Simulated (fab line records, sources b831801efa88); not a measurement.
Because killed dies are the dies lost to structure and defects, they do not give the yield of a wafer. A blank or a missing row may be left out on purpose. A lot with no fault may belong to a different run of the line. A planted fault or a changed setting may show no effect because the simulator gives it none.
fab line records    flow sky130
record lots=6  wafers=18  last_day=49
route steps=708 shown VT_ADJUST_NCORE@129 VT_ADJUST_HVTR@131 VT_ADJUST_PCH@143 SONOS_TUNNEL@154 SONOS_ONO@168 PAD_OPEN@708
lots that met no fault: from a run of the same line without faults
start_h: the number of hours between the record's first day and the start of the first shown wafer of the lot    wait_h: hours from the lot's prior step to this one    " the same as in the row above    L1.1+2: a row that stands for several wafers    - no value, or no start given    * or withheld: withheld    < > ~ a bound
route shown NAME@n: a module of which the file shows steps, and the number in the route of the first    usual: mean and standard deviation over wafers with no fault    same: alike in all rows    chamber/n: place in a boat    sites: per-site readings    _std_site: standard deviation across them    _edge_site: inner sites' mean taken away from outer sites' mean    radius_mm: how far each site lies from the wafer's centre    mask NAME#n: copy n    behind: the last tool/chamber to shape the wafer    hold: what put the lot on hold/how long, in hours/how the hold closed    device: the n, p or np transistor that did not switch    end of line: tests of these same wafers at the route's end    where a step has no rows: the recipe by itself    killed: at the first sort, the dies lost to defects and structure; wafer yield is something else    map: shows each die of a wafer: x if killed, . if not, _ if none is there
set.NAME: the setting as run; set.NAME@STEP: as run at that earlier step    model.NAME: the simulator's own value behind a step, which no gauge read
certain route steps with their lots: each step a table, each wafer a row
services: when a tool's chamber went out of use (start_h, in hours from the record's first day, below 0 if earlier), for how many hours, and the reason
## steps
# step SKY_VT_ADJUST_NCORE_STRIP_10
# recipe chemistry=O2/N2  power_w=1400  pressure_mtorr=1500  platen_temp_c=withheld  o2_flow_sccm=3000  n2_flow_sccm=300  overash_fraction=0.5
# usual drypump_motor_current_A=5.4/0.45  oes_product_au=0.715/0.0046  strip_time_to_endpoint_s=14.18/0.042
lot.wafer  tool             chamber  start_h  wait_h  drypump_motor_current_A  oes_product_au  rf_hours_counter_h  strip_time_to_endpoint_s
L527.1     plasma_asher-01  0        186.15   0.1     5.4                      0.716           6                   14.21
L527.2     "                1        "        "       5.7                      0.724           6                   14.19
L527.4     "                0        "        "       5.4                      0.711           -                   14.18
L530.3     plasma_asher-03  1        205.84   0.1     5.4                      0.720           -                   14.15
L530.4     "                0        "        "       5.0                      0.714           -                   14.17
L530.5     "                0        "        "       5.0                      0.716           -                   14.16
L538.2     plasma_asher-01  0        271.72   0.1     5.3                      0.717           14                  14.18
L538.5     "                0        "        "       5.4                      0.711           -                   14.12
L538.6     "                1        "        "       5.7                      0.726           -                   14.15
L540.1     plasma_asher-04  0        289.70   0.1     6.2                      0.722           61                  14.16
L540.2     "                1        "        "       5.0                      0.721           61                  14.11
L540.4     "                0        "        "       6.2                      0.712           -                   14.13
L541.2     plasma_asher-01  1        306.70   0.1     5.7                      0.711           18                  14.11
L541.4     "                1        "        "       5.7                      0.719           -                   14.18
L541.5     "                1        "        "       5.7                      0.715           -                   14.17
L545.1     plasma_asher-04  0        316.99   0.1     6.2                      0.709           64                  14.12
L545.3     "                0        "        "       6.3                      0.717           -                   14.14
L545.4     "                1        "        "       5.0                      0.714           -                   14.14
# step SKY_VT_ADJUST_NCORE_TW_MEAS_11
# usual VT_ADJUST_NCORE_TW=218.9/1.7
lot.wafer  tool           chamber  start_h  wait_h  VT_ADJUST_NCORE_TW
L527.1     film_metro-01  -        186.25   0.1     220.6
L527.2     "              -        "        "       219.9
L527.4     "              -        "        "       219.7
L530.3     film_metro-03  -        205.92   0.1     219.9
L530.4     "              -        "        "       220.0
L530.5     "              -        "        "       219.8
L538.2     film_metro-01  -        271.83   0.1     219.2
L538.5     "              -        "        "       219.5
L538.6     "              -        "        "       221.7
L540.1     film_metro-01  -        289.80   0.1     220.5
L540.2     "              -        "        "       220.0
L540.4     "              -        "        "       220.9
L541.2     film_metro-01  -        306.81   0.1     219.1
L541.4     "              -        "        "       221.1
L541.5     "              -        "        "       221.0
L545.1     film_metro-03  -        317.09   0.1     219.7
L545.3     "              -        "        "       220.5
L545.4     "              -        "        "       219.3
# step SKY_VT_ADJUST_HVTR_DEHYDRATE_00
# recipe temp_c=200  time_s=60
# step SKY_VT_ADJUST_HVTR_HMDS_01
# recipe prime_time_s=60  prime_temp_c=120
# step SKY_VT_ADJUST_HVTR_COAT_02
# recipe resist=NOVOLAK  spin_rpm=3000  resist_thk_nm=1140
# step SKY_VT_ADJUST_HVTR_SOFTBAKE_03
# recipe temp_c=90  time_s=60  resist=NOVOLAK
# step SKY_VT_ADJUST_HVTR_EXPOSE_04
# recipe mask_id=HVTRM  target_cd_nm=380  na=0.6  source_shape=conventional  sigma_outer=0.6  dose_mj=150
# step SKY_VT_ADJUST_HVTR_PEB_05
# recipe temp_c=withheld  time_s=*  resist=NOVOLAK
# step SKY_VT_ADJUST_HVTR_DEVELOP_06
# recipe develop_time_s=60  dev_temp_c=23
# step SKY_VT_ADJUST_HVTR_CD_MEAS_07
# recipe target_cd_nm=380
# usual cd_nm=380.6/2.5
lot.wafer  tool       chamber  start_h  wait_h  cd_nm
L527.1     cd_sem-02  -        207.11   0.1     378.8
L527.2     "          -        "        "       380.3
L527.4     "          -        "        "       381.3
L530.3     cd_sem-02  -        227.69   0.1     377.8
L530.4     "          -        "        "       377.4
L530.5     "          -        "        "       380.6
L538.2     cd_sem-01  -        296.83   0.1     380.2
L538.5     "          -        "        "       380.6
L538.6     "          -        "        "       380.9
L540.1     cd_sem-02  -        313.90   0.1     382.0
L540.2     "          -        "        "       381.6
L540.4     "          -        "        "       378.3
L541.2     cd_sem-01  -        332.92   0.1     378.5
L541.4     "          -        "        "       379.5
L541.5     "          -        "        "       376.0
L545.1     cd_sem-02  -        344.01   0.1     376.5
L545.3     "          -        "        "       379.2
L545.4     "          -        "        "       377.5
# step SKY_VT_ADJUST_HVTR_OVL_MEAS_08
# usual VT_ADJUST_HVTR_OVL=-1.4/1.3
lot.wafer  tool        chamber  start_h  wait_h  VT_ADJUST_HVTR_OVL[nm]
L527.1     overlay-02  -        207.23   0.1     0.1
L527.2     "           -        "        "       0.3
L527.4     "           -        "        "       -1.4
L530.3     overlay-01  -        227.78   0.1     -1.2
L530.4     "           -        "        "       0.5
L530.5     "           -        "        "       0.1
L538.2     overlay-01  -        296.94   0.1     -0.1
L538.5     "           -        "        "       -2.6
L538.6     "           -        "        "       -0.7
L540.1     overlay-02  -        314.02   0.1     -2.7
L540.2     "           -        "        "       -1.4
L540.4     "           -        "        "       -1.9
L541.2     overlay-02  -        333.02   0.1     -2.8
L541.4     "           -        "        "       -2.9
L541.5     "           -        "        "       -1.1
L545.1     overlay-02  -        344.13   0.1     0.1
L545.3     "           -        "        "       0.7
L545.4     "           -        "        "       -0.1
# step SKY_VT_ADJUST_HVTR_IMPLANT_09
# recipe species=B  energy_kev=10  dose_cm2=2.1e+12  tilt_deg=withheld
# step SKY_VT_ADJUST_HVTR_STRIP_10
# recipe chemistry=O2/N2  power_w=1400  pressure_mtorr=1500  platen_temp_c=withheld  o2_flow_sccm=3000  n2_flow_sccm=300  overash_fraction=0.5
# usual drypump_motor_current_A=5.41/0.23  oes_product_au=0.716/0.0045  strip_time_to_endpoint_s=14.19/0.035
lot.wafer  tool             chamber  start_h  wait_h  drypump_motor_current_A  oes_product_au  rf_hours_counter_h  strip_time_to_endpoint_s
L527.1     plasma_asher-02  1        207.42   0.1     5.43                     0.718           53                  14.24
L527.2     "                0        "        "       5.67                     0.717           53                  14.22
L527.4     "                0        "        "       5.67                     0.709           -                   14.23
L530.3     plasma_asher-01  1        227.99   0.1     5.67                     0.704           -                   14.22
L530.4     "                0        "        "       5.37                     0.713           -                   14.18
L530.5     "                0        "        "       5.38                     0.721           -                   14.20
L538.2     plasma_asher-02  0        297.23   0.1     5.66                     0.717           62                  14.21
L538.5     "                0        "        "       5.67                     0.718           -                   14.20
L538.6     "                1        "        "       5.42                     0.708           -                   14.22
L540.1     plasma_asher-02  0        314.20   0.1     5.70                     0.720           64                  14.23
L540.2     "                1        "        "       5.43                     0.718           64                  14.20
L540.4     "                1        "        "       5.44                     0.715           -                   14.25
L541.2     plasma_asher-03  1        333.20   0.1     5.36                     0.712           51                  14.15
L541.4     "                0        "        "       5.02                     0.718           -                   14.16
L541.5     "                1        "        "       5.35                     0.715           -                   14.20
L545.1     plasma_asher-03  0        344.32   0.1     5.00                     0.711           52                  14.19
L545.3     "                0        "        "       5.04                     0.709           -                   14.15
L545.4     "                1        "        "       5.35                     0.724           -                   14.19
# step SKY_VT_ADJUST_HVTR_TW_MEAS_11
# usual VT_ADJUST_HVTR_TW=211.2/1.5
lot.wafer  tool           chamber  start_h  wait_h  VT_ADJUST_HVTR_TW
L527.1     film_metro-01  -        207.52   0.1     211.8
L527.2     "              -        "        "       211.9
L527.4     "              -        "        "       211.4
L530.3     film_metro-04  -        228.07   0.1     211.6
L530.4     "              -        "        "       211.8
L530.5     "              -        "        "       212.6
L538.2     film_metro-04  -        297.34   0.1     210.1
L538.5     "              -        "        "       210.9
L538.6     "              -        "        "       209.4
L540.1     film_metro-01  -        314.30   0.1     213.2
L540.2     "              -        "        "       213.0
L540.4     "              -        "        "       212.0
L541.2     film_metro-04  -        333.31   0.1     212.3
L541.4     "              -        "        "       211.8
L541.5     "              -        "        "       212.4
L545.1     film_metro-02  -        344.42   0.1     209.4
L545.3     "              -        "        "       208.4
L545.4     "              -        "        "       208.1
# step SKY_VT_ADJUST_PCH_DEHYDRATE_00
# recipe temp_c=200  time_s=60
# step SKY_VT_ADJUST_PCH_HMDS_01
# recipe prime_time_s=60  prime_temp_c=120
# step SKY_VT_ADJUST_PCH_COAT_02
# recipe spin_rpm=2000  resist_thk_nm=3000
# step SKY_VT_ADJUST_PCH_SOFTBAKE_03
# recipe temp_c=110  time_s=withheld
# step SKY_VT_ADJUST_PCH_EXPOSE_04
# recipe mask_id=NWM  na=0.6  source_shape=conventional  sigma_outer=0.6  polarization=unpolarized  target_cd_nm=840  dose_mj=255
# step SKY_VT_ADJUST_PCH_PEB_05
# recipe temp_c=115  time_s=withheld
# step SKY_VT_ADJUST_PCH_DEVELOP_06
# recipe wall_angle_deg=90  developer=TMAH  develop_time_s=60  dev_temp_c=23
# step SKY_VT_ADJUST_PCH_OVL_MEAS_07
# usual VT_ADJUST_PCH_OVL=1.0/1.5
lot.wafer  tool        chamber  start_h  wait_h  VT_ADJUST_PCH_OVL[nm]
L527.1     overlay-02  -        228.89   -       2.9
L527.2     "           -        "        "       1.7
L527.4     "           -        "        "       3.3
L530.3     overlay-01  -        250.47   -       0.3
L530.4     "           -        "        "       2.0
L530.5     "           -        "        "       -1.1
L538.2     overlay-02  -        322.54   -       0.2
L538.5     "           -        "        "       -0.4
L538.6     "           -        "        "       2.1
L540.1     overlay-01  -        340.56   -       1.9
L540.2     "           -        "        "       -2.3
L540.4     "           -        "        "       1.2
L541.2     overlay-01  -        360.36   -       2.2
L541.4     "           -        "        "       2.1
L541.5     "           -        "        "       1.2
L545.1     overlay-01  -        371.31   -       -0.6
L545.3     "           -        "        "       0.6
L545.4     "           -        "        "       1.6
# step SKY_VT_ADJUST_PCH_IMPLANT_08
# recipe species=B  energy_kev=10  dose_cm2=5e+11  tilt_deg=withheld
# step SKY_VT_ADJUST_PCH_STRIP_09
# recipe chemistry=O2/N2  power_w=1400  pressure_mtorr=1500  platen_temp_c=withheld  o2_flow_sccm=3000  n2_flow_sccm=300  overash_fraction=0.5
# usual drypump_motor_current_A=5.5/0.41  oes_product_au=0.723/0.0043  strip_time_to_endpoint_s=36.90/0.095
lot.wafer  tool             chamber  start_h  wait_h  drypump_motor_current_A  oes_product_au  rf_hours_counter_h  strip_time_to_endpoint_s
L527.1     plasma_asher-03  1        229.07   0.1     5.4                      0.723           41                  36.89
L527.2     "                0        "        "       5.0                      0.711           41                  36.93
L527.4     "                1        "        "       5.4                      0.724           -                   36.94
L530.3     plasma_asher-04  0        250.68   0.1     6.2                      0.720           -                   36.73
L530.4     "                1        "        "       5.0                      0.721           -                   36.65
L530.5     "                0        "        "       6.2                      0.725           -                   36.76
L538.2     plasma_asher-02  0        322.72   0.1     5.7                      0.721           65                  36.99
L538.5     "                0        "        "       5.7                      0.727           -                   37.03
L538.6     "                1        "        "       5.4                      0.720           -                   37.01
L540.1     plasma_asher-03  0        340.75   0.1     5.1                      0.719           52                  37.02
L540.2     "                1        "        "       5.4                      0.725           52                  37.01
L540.4     "                1        "        "       5.4                      0.727           -                   36.94
L541.2     plasma_asher-02  0        360.54   0.1     5.8                      0.722           68                  36.84
L541.4     "                1        "        "       5.4                      0.720           -                   36.82
L541.5     "                0        "        "       5.7                      0.718           -                   36.79
L545.1     plasma_asher-04  1        371.49   0.1     5.0                      0.725           70                  36.76
L545.3     "                0        "        "       6.3                      0.724           -                   36.87
L545.4     "                1        "        "       5.0                      0.718           -                   36.85
# step SKY_VT_ADJUST_PCH_TW_MEAS_10
# usual VT_ADJUST_PCH_TW=143.2/0.79
lot.wafer  tool           chamber  start_h  wait_h  VT_ADJUST_PCH_TW
L527.1     film_metro-03  -        229.17   0.1     143.8
L527.2     "              -        "        "       143.4
L527.4     "              -        "        "       142.7
L530.3     film_metro-03  -        250.77   0.1     142.9
L530.4     "              -        "        "       143.2
L530.5     "              -        "        "       143.7
L538.2     film_metro-03  -        322.83   0.1     143.1
L538.5     "              -        "        "       142.6
L538.6     "              -        "        "       143.0
L540.1     film_metro-03  -        340.85   0.1     143.8
L540.2     "              -        "        "       144.1
L540.4     "              -        "        "       144.9
L541.2     film_metro-04  -        360.65   0.1     143.1
L541.4     "              -        "        "       143.3
L541.5     "              -        "        "       142.2
L545.1     film_metro-03  -        371.59   0.1     141.9
L545.3     "              -        "        "       142.7
L545.4     "              -        "        "       141.8
# step SKY_SONOS_TUNNEL_DEHYDRATE_00
# recipe temp_c=200  time_s=60
# step SKY_SONOS_TUNNEL_HMDS_01
# recipe prime_time_s=60  prime_temp_c=120
# step SKY_SONOS_TUNNEL_COAT_02
# recipe resist=NOVOLAK  spin_rpm=3000  resist_thk_nm=1140
# step SKY_SONOS_TUNNEL_SOFTBAKE_03
# recipe temp_c=90  time_s=60  resist=NOVOLAK
# step SKY_SONOS_TUNNEL_EXPOSE_04
# recipe mask_id=TUNM  na=0.6  source_shape=conventional  sigma_outer=0.6  polarization=unpolarized  target_cd_nm=410  dose_mj=136
# step SKY_SONOS_TUNNEL_PEB_05
# recipe temp_c=withheld  time_s=*  resist=NOVOLAK
# step SKY_SONOS_TUNNEL_DEVELOP_06
# recipe resist=NOVOLAK  developer=TMAH  develop_time_s=60  dev_temp_c=23
# step SKY_SONOS_TUNNEL_CD_MEAS_07
# recipe target_cd_nm=410
# usual cd_nm=409.8/2
lot.wafer  tool       chamber  start_h  wait_h  cd_nm
L527.1     cd_sem-01  -        250.77   0.1     409.6
L527.2     "          -        "        "       410.7
L527.4     "          -        "        "       413.7
L530.3     cd_sem-01  -        273.80   0.1     409.9
L530.4     "          -        "        "       407.9
L530.5     "          -        "        "       409.1
L538.2     cd_sem-01  -        349.13   0.1     408.4
L538.5     "          -        "        "       408.2
L538.6     "          -        "        "       407.5
L540.1     cd_sem-01  -        367.57   0.1     410.7
L540.2     "          -        "        "       410.4
L540.4     "          -        "        "       411.4
L541.2     cd_sem-01  -        388.84   0.1     410.9
L541.4     "          -        "        "       407.8
L541.5     "          -        "        "       410.3
L545.1     cd_sem-02  -        400.11   0.1     407.4
L545.3     "          -        "        "       405.1
L545.4     "          -        "        "       406.5
# step SKY_SONOS_TUNNEL_OVL_MEAS_08
# usual SONOS_TUNNEL_OVL=-0.7/1.5
lot.wafer  tool        chamber  start_h  wait_h  SONOS_TUNNEL_OVL[nm]
L527.1     overlay-02  -        250.89   0.1     -2.9
L527.2     "           -        "        "       -2.0
L527.4     "           -        "        "       -2.5
L530.3     overlay-01  -        273.89   0.1     -1.2
L530.4     "           -        "        "       -1.8
L530.5     "           -        "        "       -2.5
L538.2     overlay-01  -        349.24   0.1     -1.7
L538.5     "           -        "        "       -0.3
L538.6     "           -        "        "       -0.6
L540.1     overlay-02  -        367.69   0.1     1.0
L540.2     "           -        "        "       0.4
L540.4     "           -        "        "       1.4
L541.2     overlay-01  -        388.94   0.1     -1.8
L541.4     "           -        "        "       -0.5
L541.5     "           -        "        "       -2.2
L545.1     overlay-02  -        400.23   0.1     2.6
L545.3     "           -        "        "       0.1
L545.4     "           -        "        "       0.8
# step SKY_SONOS_TUNNEL_IMPLANT_09
# recipe species=B  energy_kev=20  dose_cm2=1e+12  tilt_deg=withheld
# step SKY_SONOS_TUNNEL_WET_ETCH_10
# recipe chemistry=dHF  target_depth_nm=14  target=SiO2  dilution=100:1  temp_c=25  time_s=280
# step SKY_SONOS_TUNNEL_STRIP_11
# recipe chemistry=SPM  time_s=600  temp_c=130
# step SKY_SONOS_TUNNEL_TW_MEAS_12
# usual SONOS_TUNNEL_TW=196.3/1.5
lot.wafer  tool           chamber  start_h  wait_h  SONOS_TUNNEL_TW
L527.1     film_metro-02  -        251.35   0.0     194.4
L527.2     "              -        "        "       194.7
L527.4     "              -        "        "       195.4
L530.3     film_metro-04  -        274.38   0.0     195.2
L530.4     "              -        "        "       196.0
L530.5     "              -        "        "       196.5
L538.2     film_metro-02  -        349.69   0.0     194.9
L538.5     "              -        "        "       195.1
L538.6     "              -        "        "       195.4
L540.1     film_metro-03  -        368.14   0.0     196.4
L540.2     "              -        "        "       196.3
L540.4     "              -        "        "       196.9
L541.2     film_metro-02  -        389.39   0.0     195.3
L541.4     "              -        "        "       195.7
L541.5     "              -        "        "       196.6
L545.1     film_metro-04  -        400.68   0.0     197.6
L545.3     "              -        "        "       197.4
L545.4     "              -        "        "       198.2
# step SKY_SONOS_TUNNEL_CLEAN_13
# recipe chemistry=dHF  time_s=20  dilution=100:1  dry=ipa_marangoni
# step SKY_SONOS_ONO_OXIDATION_00
# recipe temp_c=800  ambient=O2  idle_temp_c=700  ramp_up_c_per_min=10  ramp_down_c_per_min=3  stabilise_s=600  purge_s=300  target_thk_a=26  ox_time_s=1249
# step SKY_SONOS_ONO_THK_MEAS_01
# recipe reads=SiO2_of_SONOS_ONO_OXIDATION_00
# usual SONOS_ONO_OXIDATION_THK=2.59/0.059
lot.wafer  tool           chamber  start_h  wait_h  SONOS_ONO_OXIDATION_THK[nm]
L527.1     film_metro-02  -        256.37   0.0     2.61
L527.2     "              -        "        "       2.64
L527.4     "              -        "        "       2.67
L530.3     film_metro-01  -        275.80   0.0     2.64
L530.4     "              -        "        "       2.64
L530.5     "              -        "        "       2.64
L538.2     film_metro-03  -        352.50   0.0     2.58
L538.5     "              -        "        "       2.48
L538.6     "              -        "        "       2.60
L540.1     film_metro-03  -        369.56   0.0     2.56
L540.2     "              -        "        "       2.62
L540.4     "              -        "        "       2.53
L541.2     film_metro-02  -        391.91   0.0     2.67
L541.4     "              -        "        "       2.55
L541.5     "              -        "        "       2.59
L545.1     film_metro-02  -        402.86   0.0     2.54
L545.3     "              -        "        "       2.51
L545.4     "              -        "        "       2.46
# step SKY_SONOS_ONO_CVD_02
# recipe material=Si3N4  precursor=DCS/NH3  target_thk_nm=10.5  temp_c=770  time_s=180  pressure_mtorr=250
# step SKY_SONOS_ONO_ETCH_15
# recipe target_depth_nm=19.52  chemistry=CHF3/O2  source_w=600  bias_w=200  pressure_mtorr=40  chf3_flow_sccm=50  O2_flow_sccm=5  time_s=7.8
# usual drypump_motor_current_A=5.6/0.52  oes_product_au=1.003/0.01  throttle_valve_pct=8.823/0.011
# same time_s=7.8
lot.wafer  tool         chamber  start_h  wait_h  drypump_motor_current_A  oes_product_au  rf_hours_counter_h  throttle_valve_pct  model.SONOS_ONO.cd_nm
L527.1     rie_diel-04  2        284.65   0.0     5.3                      1.015           42                  8.835               408
L527.2     "            3        "        "       5.8                      1.006           96                  8.842               408.5
L527.4     "            0        "        "       4.7                      1.019           93                  8.828               408.7
L530.3     rie_diel-02  2        304.67   0.0     6.4                      1.010           6                   8.823               408.5
L530.4     "            3        "        "       5.4                      0.990           1                   8.819               408.6
L530.5     "            1        "        "       5.7                      1.012           -                   8.833               408.5
L538.2     rie_diel-04  1        384.69   0.0     5.8                      1.012           73                  8.819               408.2
L538.5     "            2        "        "       5.2                      1.021           -                   8.850               408.2
L538.6     "            3        "        "       5.8                      1.002           -                   8.828               408.6
L540.1     rie_diel-03  3        402.99   0.0     5.4                      0.984           27                  8.825               414.2
L540.2     "            2        "        "       4.9                      0.997           12                  8.816               415
L540.4     "            0        "        "       6.3                      0.983           9                   8.830               414.3
L541.2     rie_diel-02  1        424.74   0.0     5.6                      1.010           69                  8.812               409
L541.4     "            0        "        "       6.4                      1.012           70                  8.819               409.5
L541.5     "            2        "        "       6.4                      1.013           -                   8.834               406.8
L545.1     rie_diel-02  0        436.69   0.0     6.4                      1.007           70                  8.825               410.5
L545.3     "            3        "        "       5.4                      0.994           2                   8.827               410.1
L545.4     "            1        "        "       5.7                      1.012           69                  8.813               410.4
# step SKY_PAD_OPEN_PROBE_99
# usual killed_at_M0_to_M3=44/6.4  killed_at_M4_up=3.6/2.1  killed_at_contacts=23/5.1  killed_at_front_end=15/4.3  killed_at_other=0.3/0.56  killed_dies=86/9  killed_open=47/6.4  killed_short=39/5.8
# same gross_dies=492  killed_at_back_side=0
lot.wafer  tool       chamber  start_h  wait_h  killed_at_M0_to_M3  killed_at_M4_up  killed_at_contacts  killed_at_front_end  killed_at_other  killed_dies  killed_open  killed_short
L527.1     prober-02  -        1081.67  0.1     50                  5                22                  17                   0                94           54           40
L527.2     prober-02  -        1081.72  0.1     48                  5                28                  22                   0                103          52           51
L527.4     prober-02  -        1081.82  0.2     65                  1                21                  18                   0                105          57           48
L530.3     prober-01  -        1093.54  0.2     49                  2                20                  15                   0                86           43           43
L530.4     prober-01  -        1093.59  0.2     43                  3                18                  18                   0                82           48           34
L530.5     prober-01  -        1093.64  0.2     44                  2                29                  18                   0                93           58           35
L538.2     prober-02  -        1140.88  0.1     36                  3                17                  62                   0                118          34           31
L538.5     prober-02  -        1141.03  0.2     35                  2                35                  63                   1                136          51           33
L538.6     prober-02  -        1141.08  0.2     30                  9                24                  72                   0                135          42           36
L540.1     prober-01  -        1153.97  0.1     46                  2                19                  70                   1                138          49           29
L540.2     prober-01  -        1154.02  0.1     45                  9                26                  71                   0                151          42           49
L540.4     prober-01  -        1154.12  0.2     39                  3                22                  68                   0                132          37           41
L541.2     prober-02  -        1171.24  0.1     36                  3                20                  13                   0                72           39           31
L541.4     prober-02  -        1171.34  0.2     44                  1                27                  13                   0                85           56           28
L541.5     prober-02  -        1171.39  0.2     43                  2                24                  15                   0                84           45           38
# killed by level:class
L527.1 VIA1:geometric_particle:open=10 VIA3:geometric_particle:open=10 LI_CONTACT:geometric_particle:open=8 VIA1:geometric_particle:short=7 METAL1:geometric_particle:short=7 CONTACT:geometric_particle:open=6 VIA2:geometric_particle:open=6 FIELD_ISO:geometric_particle:open=5
L527.2 CONTACT:geometric_particle:open=12 VIA2:geometric_particle:open=8 VIA3:geometric_particle:open=7 VIA1:geometric_particle:short=7 POLY_GATE:geometric_particle:short=6 VIA3:geometric_particle:short=6 METAL3:geometric_particle:short=6 POLY_GATE:geometric_particle:open=5
L527.4 VIA3:geometric_particle:open=12 METAL2:geometric_particle:short=10 VIA3:geometric_particle:short=9 CONTACT:geometric_particle:open=8 VIA1:geometric_particle:open=8 VIA2:geometric_particle:open=8 LI_CONTACT:geometric_particle:open=6 VIA2:geometric_particle:short=6
L530.3 VIA3:geometric_particle:open=11 VIA1:geometric_particle:open=7 FIELD_ISO:geometric_particle:short=6 CONTACT:geometric_particle:open=6 METAL2:geometric_particle:short=6 LI_CONTACT:geometric_particle:open=5 VIA1:geometric_particle:short=5 VIA2:geometric_particle:open=5
L530.4 VIA1:geometric_particle:open=11 LI_CONTACT:geometric_particle:open=8 CONTACT:geometric_particle:open=7 VIA2:geometric_particle:open=7 FIELD_ISO:geometric_particle:short=6 METAL1:geometric_particle:short=4 VIA1:geometric_particle:short=4 METAL2:geometric_particle:short=4
L530.5 CONTACT:geometric_particle:open=13 VIA2:geometric_particle:open=10 VIA1:geometric_particle:open=9 POLY_GATE:geometric_particle:open=7 METAL1:geometric_particle:short=7 VIA3:geometric_particle:open=7 LOCAL_INTERCONNECT:geometric_particle:short=6 POLY_GATE:geometric_particle:short=4
L538.2 VT_ADJUST_HVTR:unspecified=53 CONTACT:geometric_particle:open=8 METAL1:geometric_particle:short=7 VIA1:geometric_particle:open=6 VIA3:geometric_particle:open=6 VIA2:geometric_particle:open=5 POLY_GATE:geometric_particle:open=4 LI_CONTACT:geometric_particle:open=4
L538.5 VT_ADJUST_HVTR:unspecified=52 CONTACT:geometric_particle:open=14 LI_CONTACT:geometric_particle:open=11 VIA1:geometric_particle:open=8 CONTACT:geometric_particle:short=6 METAL2:geometric_particle:short=6 POLY_GATE:geometric_particle:short=4 POLY_GATE:geometric_particle:open=4
L538.6 VT_ADJUST_HVTR:unspecified=57 LI_CONTACT:geometric_particle:open=10 VIA1:geometric_particle:open=8 METAL4:geometric_particle:short=7 POLY_GATE:geometric_particle:open=6 CONTACT:geometric_particle:short=5 METAL2:geometric_particle:short=5 VIA2:geometric_particle:open=5
L540.1 VT_ADJUST_HVTR:unspecified=60 VIA1:geometric_particle:open=13 VIA3:geometric_particle:open=9 CONTACT:geometric_particle:open=8 LI_CONTACT:geometric_particle:open=7 METAL2:geometric_particle:short=6 VIA1:geometric_particle:short=5 FIELD_ISO:geometric_particle:short=4
L540.2 VT_ADJUST_HVTR:unspecified=60 VIA1:geometric_particle:open=11 LI_CONTACT:geometric_particle:open=11 METAL4:geometric_particle:short=9 CONTACT:geometric_particle:open=8 METAL2:geometric_particle:short=8 VIA1:geometric_particle:short=8 VIA2:geometric_particle:short=4
L540.4 VT_ADJUST_HVTR:unspecified=54 VIA3:geometric_particle:open=7 METAL2:geometric_particle:short=6 CONTACT:geometric_particle:open=6 VIA1:geometric_particle:open=6 CONTACT:geometric_particle:short=5 POLY_GATE:geometric_particle:short=4 LI_CONTACT:geometric_particle:open=4
L541.2 CONTACT:geometric_particle:open=10 METAL1:geometric_particle:short=6 VIA3:geometric_particle:open=6 FIELD_ISO:geometric_particle:short=5 VIA1:geometric_particle:open=5 VIA1:geometric_particle:short=5 METAL1:geometric_particle:open=4 LI_CONTACT:geometric_particle:open=3
L541.4 CONTACT:geometric_particle:open=13 VIA1:geometric_particle:open=12 VIA3:geometric_particle:open=8 LOCAL_INTERCONNECT:geometric_particle:short=7 VIA2:geometric_particle:open=7 FIELD_ISO:geometric_particle:open=6 VIA1:geometric_particle:short=5 CONTACT:geometric_particle:short=3
L541.5 LI_CONTACT:geometric_particle:open=10 VIA1:geometric_particle:open=8 FIELD_ISO:geometric_particle:short=6 METAL2:geometric_particle:short=6 CONTACT:geometric_particle:open=6 METAL1:geometric_particle:short=6 VIA2:geometric_particle:open=5 VIA2:geometric_particle:short=5
# map L538.5 (x killed, . not)
__________.........._________
________..xx.........._______
______....x...x.....x..x_____
_____x.x...x..xxx....x...____
____...........x.x...x.x..___
___......xx..........x.....__
__.....x...xxxxxx.x........._
_.........xxxxxxxx...xx......
_.......xxxxxxxxxx.x.......x.
_.x.x....xxxxxxxxxx......x...
_.x..x..xxxxxxxxxxx.....x....
_..x..x...xxxxxxxx......x.x.x
_x......x.x.xxxx.............
_x.x.x.......xxx.x..........x
_...............x...xx...xx..
__...x...........x.x...x...._
___.......x...x...x....x...__
____....x...x......x......___
_____....xx.x..x..x....x.____
______.x.x......x.x....x_____
________.....x........_______
__________...x.xx..._________
# map L540.2 (x killed, . not)
__________x..x......_________
________..........x..._______
______..xx.......x....x._____
_____......x....xxx....x.____
____..x..xx....xx.x...xxxx___
___....x..x..xxxxx...x...x.__
__....xx.x..xxxxxxxxx...x..._
_......x..xxxxxxxxxxxx.....xx
_xx.x..x...xxxxxxxxx.x.......
_x....x.....xxxxxxxx..x....x.
_x......x..xxxxxxxxx.x.x.....
_.x......x.xxxxxxxx..x.......
_x.........x...x.xxxx.......x
_.....x...x....x...x........x
_.x.x.x..x....x....x....x....
__..........x..x............_
___......................xx__
____....x......x..xx......___
_____.........x..xx..xx..____
______x............x...._____
________.x..xx......x._______
__________.x.xx....._________
## services
tool             chamber  start_h  hours  kind
rie_diel-03      1        205.37   10.1   repair
plasma_asher-02  -        229.67   0.4    repair
rie_diel-04      2        237.14   3.1    repair
plasma_asher-01  -        239.68   2.9    repair
rie_diel-04      -        259.02   0.3    repair
rie_diel-02      3        259.47   -      clean
rie_diel-02      3        259.47   17.9   scheduled_down
rie_diel-02      3        259.47   17.9   vent_cycle
plasma_asher-02  -        275.73   4.3    pm
plasma_asher-02  -        280.06   2.8    pm
plasma_asher-01  -        311.28   14.6   pm
rie_diel-03      1        323.29   1.6    repair
plasma_asher-02  -        344.40   9.3    repair
plasma_asher-02  -        354.22   0.6    repair
rie_diel-04      0        384.64   1.9    repair
plasma_asher-02  -        421.25   9.0    pm
plasma_asher-02  0        421.25   9.0    vent_cycle
plasma_asher-02  1        421.25   9.0    vent_cycle
rie_diel-03      -        422.62   2.8    pm
plasma_asher-02  0        430.25   -      clean
plasma_asher-02  1        430.25   -      clean
rie_diel-03      1        432.19   20.3   repair
## key
first_sign step=SKY_PAD_OPEN_PROBE_99  reading=killed_at_front_end  direction=up  sigmas=12  usual=15  struck=68
effect step=SKY_PAD_OPEN_PROBE_99  reading=killed_dies  direction=up  sigmas=5.4  usual=86  struck=135
model_effect step=SKY_SONOS_ONO_ETCH_15  value=SONOS_ONO.cd_nm  without=409.3  struck=411.4
met_at SKY_VT_ADJUST_HVTR_STRIP_10
struck_wafers L538.2,L538.5,L538.6,L540.1,L540.2,L540.4
tester_left_out L538,L540
loop_trim step=SKY_SONOS_ONO_EXPOSE_10  setting=dose  lots=L540
onset_between 207.42 297.23
fault kind=chamber_particle_source  tool=plasma_asher-02  chamber=-  onset_h=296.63  steps=SKY_VT_ADJUST_HVTR_STRIP_10  rate_per_visit_cm2=1.102  end_h=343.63
# tester_left_out: of these lots the tester's yield and bins aren't shown, on N5 and GAA mostly nor the transistor test; their killed dies are dies lost to structure and defects alone, not to doping, threshold or leakage, so they don't give the yield
# loop_trim: a control loop set the setting to another value than it would have without faults
